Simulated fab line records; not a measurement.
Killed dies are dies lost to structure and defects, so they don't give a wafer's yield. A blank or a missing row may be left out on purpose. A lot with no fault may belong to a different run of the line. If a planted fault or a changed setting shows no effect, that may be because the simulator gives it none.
One fault seen from 2 desks :: flow sfq_line :: every desk sees just its own numbers, and what lay behind them comes last

AT THE TOOL OWNER'S DESK: pvd_sputter-06
The tool's own readings at SFQ_TRILAYER_L0_DEP_SPUTTER_003 (material MoNx KI, target thk 40 nm, time 100 s): means of the sampled wafers that have a number, for each lot that ran on this tool. The brackets show how far a lot's mean lies from the usual mean; more than 4 standard deviations puts the lot out of limits, marked OUT.
Columns: A = chamber_pressure_pa at SFQ_TRILAYER_L0_DEP_SPUTTER_003, usual 0.3999 Pa; B = throttle_valve_pct at SFQ_TRILAYER_L0_DEP_SPUTTER_003, usual 29.9 %
lot: L718
first seen here: day 2 13:29
A: 0.3989
B: 28.6

lot: L719
first seen here: day 2 18:29
A: 0.3997
B: 28.4

lot: L722
first seen here: day 3 09:29
A: 0.4006
B: 28.4
This desk's verdict: no lot among the 3 shows anything out of limits.

FROM THE METROLOGY DESK
Means of the sampled wafers that have a number, per lot and without regard to the tool the lot ran on: this is what the gauges read. The brackets show how far a lot's mean lies from the usual mean; more than 4 standard deviations puts the lot out of limits, marked OUT.
Columns: A = L0_MONX_KI_RS at SFQ_L0_RS_MEAS_901, usual 43.5 ohm/sq; B = L0_MONX_KI_THK at SFQ_L0_THK_MEAS_902, usual 39.7 nm
lot: L714
first seen here: day 1 17:34
A: 43.4
B: 39.9

lot: L716
first seen here: day 2 03:35
A: 43.2
B: 40.2

lot: L717
first seen here: day 2 08:36
A: 43.4
B: 40.1

lot: L718
first seen here: day 2 13:34
A: 43.5
B: 39.8

lot: L719
first seen here: day 2 18:34
A: 42.7
B: 40.8

lot: L720
first seen here: day 2 23:36
A: 43.3
B: 40.3

lot: L722
first seen here: day 3 09:34
A: 52.0 (+21) OUT
B: 34.7 (-11) OUT

lot: L723
first seen here: day 3 14:36
A: 43.6
B: 39.2

lot: L730
first seen here: day 5 01:36
A: 43.5
B: 39.8

lot: L731
first seen here: day 5 06:34
A: 43.8
B: 39.4

lot: L733
first seen here: day 5 16:36
A: 42.7
B: 40.6

lot: L734
first seen here: day 5 21:35
A: 43.5
B: 39.8

lot: L735
first seen here: day 6 02:34
A: 43.9
B: 39.2
Finding of this desk: L722 out of limits, first seen on L722 at day 3 09:34 (L0_MONX_KI_RS at SFQ_L0_RS_MEAS_901). In limits: L714, L716, L717, L718, L719, L720, L723, L730, L731, L733, L734, L735.

ALL TOGETHER
The metrology desk could have raised an alarm at day 3 09:34, on L722.
The desk of the tool owner found nothing out of limits.
On record at the tool owner's desk: L722, within its limits.
SFQ_TRILAYER_L0_DEP_SPUTTER_003 was run on pvd_sputter-06 by each of the lots named.

WHAT HAD BEEN PUT IN BY THE SIMULATOR
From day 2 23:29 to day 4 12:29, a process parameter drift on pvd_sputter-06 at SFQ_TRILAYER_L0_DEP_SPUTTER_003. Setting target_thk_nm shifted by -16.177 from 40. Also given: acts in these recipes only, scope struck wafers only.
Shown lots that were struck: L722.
Per desk, hours elapsed from the start of the fault to the first reading out of limits: for the metrology desk, 10.
